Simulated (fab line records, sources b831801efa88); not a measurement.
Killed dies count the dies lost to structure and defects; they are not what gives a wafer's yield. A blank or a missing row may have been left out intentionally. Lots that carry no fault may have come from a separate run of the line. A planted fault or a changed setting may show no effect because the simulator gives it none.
Tool commonality check | flow gf180mcu | Sample size 14 lots and 42 wafers

## WHAT PROMPTED THE OPENING
At GF_V5_CD_MEAS_14 the reading cd_nm is flagged on 2 of 14 lots. Fault-free wafers read 260.4 nm, with a standard deviation of 1.2.
Rule: a lot gets a flag if all its wafers with a number sit over 4 standard deviations from that mean, or if no wafer of it has a number. The rest of the lots are taken to be sound.

lot  | measured     | on        | cd_nm (nm), wafer by wafer | flag
L284 | day 27 06:03 | cd_sem-01 | 260.6 260.5 262.1          |
L285 | day 27 17:35 | cd_sem-02 | 261.0 260.5 261.0          |
L286 | day 27 22:14 | cd_sem-01 | 260.2 259.2 258.7          |
L287 | day 28 10:18 | cd_sem-01 | 261.4 260.2 263.6          |
L290 | day 29 08:53 | cd_sem-02 | 263.3 263.3 261.8          |
L292 | day 29 17:32 | cd_sem-01 | 261.2 259.8 259.6          |
L295 | day 30 14:34 | cd_sem-01 | 254.6 255.1 255.1 255.1    | FLAGGED
L296 | day 30 19:34 | cd_sem-01 | 254.0 253.9 253.9 254.1    | FLAGGED
L299 | day 31 15:37 | cd_sem-01 | 260.3                      |
L303 | day 32 19:42 | cd_sem-02 | 260.1 261.0 260.1          |
L304 | day 33 01:21 | cd_sem-01 | 261.2 261.7 262.2          |
L305 | day 33 02:15 | cd_sem-02 | 259.8 260.0 260.2          |
L306 | day 33 06:30 | cd_sem-01 | 261.5 262.7 259.1          |
L307 | day 33 20:16 | cd_sem-01 | 262.6 262.1 261.9          |
Average over the flagged lots: 254.5 nm; offset from the usual -5.9 nm, equal to -5 standard deviations.

## TOOL THAT RAN EACH LOT
The record holds 3 process steps before the reading, out of a route of 602 steps. Each cell gives the tool, then ch followed by the chambers the sampled wafers passed through, then the start.
lot  | flag    | GF_V3_SPUTTER_21             | GF_V4_STRIP_18                       | GF_V5_PEB_12
L284 |         | pvd_sputter-01, day 22 10:38 | plasma_asher-03 ch 0,1, day 24 10:32 | litho_track-03 ch 0, day 27 05:42
L285 |         | pvd_sputter-02, day 23 01:26 | plasma_asher-02 ch 0,1, day 25 00:07 | litho_track-02 ch 0, day 27 17:16
L286 |         | pvd_sputter-01, day 23 07:05 | plasma_asher-01 ch 0,1, day 25 05:21 | litho_track-04 ch 0, day 27 21:54
L287 |         | pvd_sputter-01, day 23 18:17 | plasma_asher-03 ch 0,1, day 25 16:44 | litho_track-02 ch 0, day 28 09:57
L290 |         | pvd_sputter-03, day 24 20:52 | plasma_asher-02 ch 0,1, day 26 17:15 | litho_track-04 ch 0, day 29 08:33
L292 |         | pvd_sputter-03, day 25 06:10 | plasma_asher-02 ch 0,1, day 27 02:47 | litho_track-04 ch 0, day 29 17:12
L295 | FLAGGED | pvd_sputter-01, day 26 07:19 | plasma_asher-03 ch 0,1, day 28 02:50 | litho_track-04 ch 0, day 30 14:13
L296 | FLAGGED | pvd_sputter-01, day 26 12:41 | plasma_asher-01 ch 0,1, day 28 07:32 | litho_track-04 ch 0, day 30 19:13
L299 |         | pvd_sputter-03, day 27 11:52 | plasma_asher-03 ch 1, day 29 05:48   | litho_track-04 ch 0, day 31 15:20
L303 |         | pvd_sputter-01, day 28 20:08 | plasma_asher-02 ch 0,1, day 30 12:14 | litho_track-02 ch 0, day 32 19:21
L304 |         | pvd_sputter-03, day 29 02:58 | plasma_asher-02 ch 0,1, day 30 19:11 | litho_track-03 ch 0, day 33 01:00
L305 |         | pvd_sputter-01, day 29 03:20 | plasma_asher-02 ch 0,1, day 30 19:20 | litho_track-02 ch 0, day 33 01:54
L306 |         | pvd_sputter-01, day 29 08:37 | plasma_asher-03 ch 0,1, day 31 00:39 | litho_track-02 ch 0, day 33 06:09
L307 |         | pvd_sputter-02, day 30 00:52 | plasma_asher-02 ch 0,1, day 31 15:41 | litho_track-03 ch 0, day 33 19:56
What is done by these steps:
- GF_V3_SPUTTER_21: material Ti, target thk 15 nm, time 80.02 s.
- GF_V4_STRIP_18: strips in O2/N2.
- GF_V5_PEB_12: peb time 90 s.
- GF_V5_CD_MEAS_14: target cd 260 nm.

## FLAGGED AGAINST TOTAL, ONE TOOL AT A TIME (gauges that did the reading follow at the end)
step             | tool            | lots run | flagged | share of the flagged lots | sound lots run after its first flagged lot
GF_V3_SPUTTER_21 | pvd_sputter-01  | 8        | 2       | all                       | 3 (L303,L305,L306)
GF_V3_SPUTTER_21 | pvd_sputter-02  | 2        | 0       | none                      | -
GF_V3_SPUTTER_21 | pvd_sputter-03  | 4        | 0       | none                      | -
GF_V4_STRIP_18   | plasma_asher-01 | 2        | 1       | some                      | 0
GF_V4_STRIP_18   | plasma_asher-02 | 7        | 0       | none                      | -
GF_V4_STRIP_18   | plasma_asher-03 | 5        | 1       | some                      | 2 (L299,L306)
GF_V5_PEB_12     | litho_track-02  | 5        | 0       | none                      | -
GF_V5_PEB_12     | litho_track-03  | 3        | 0       | none                      | -
GF_V5_PEB_12     | litho_track-04  | 6        | 2       | all                       | 1 (L299)
GF_V5_CD_MEAS_14 | cd_sem-01       | 10       | 2       | all                       | 4 (L299,L304,L306,L307)
GF_V5_CD_MEAS_14 | cd_sem-02       | 4        | 0       | none                      | -

## WHAT THE TABLE ALLOWS
Rows of the table that ran every flagged lot, 3 in all: pvd_sputter-01 at GF_V3_SPUTTER_21, litho_track-04 at GF_V5_PEB_12, cd_sem-01 at GF_V5_CD_MEAS_14.
- pvd_sputter-01 at GF_V3_SPUTTER_21: 2 of its 8 lots flagged. Sound lots ran on it after the first flagged one (L303, L305, L306), which a lasting fault on the whole tool wouldn't allow.
- litho_track-04 at GF_V5_PEB_12: 2 of its 6 lots flagged. Sound lots ran on it after the first flagged one (L299), which a lasting fault on the whole tool wouldn't allow. Its own readings (heater_power_total_W) fall more than 4 standard deviations out on all wafers of the flagged lots.
- cd_sem-01 at GF_V5_CD_MEAS_14: 2 of its 10 lots flagged. Sound lots ran on it after the first flagged one (L299, L304, L306, L307), which a lasting fault on the whole tool wouldn't allow.
No row of the table ran every flagged lot and no sound lot after the first.

## WHAT THE SIMULATOR HAD PUT IN
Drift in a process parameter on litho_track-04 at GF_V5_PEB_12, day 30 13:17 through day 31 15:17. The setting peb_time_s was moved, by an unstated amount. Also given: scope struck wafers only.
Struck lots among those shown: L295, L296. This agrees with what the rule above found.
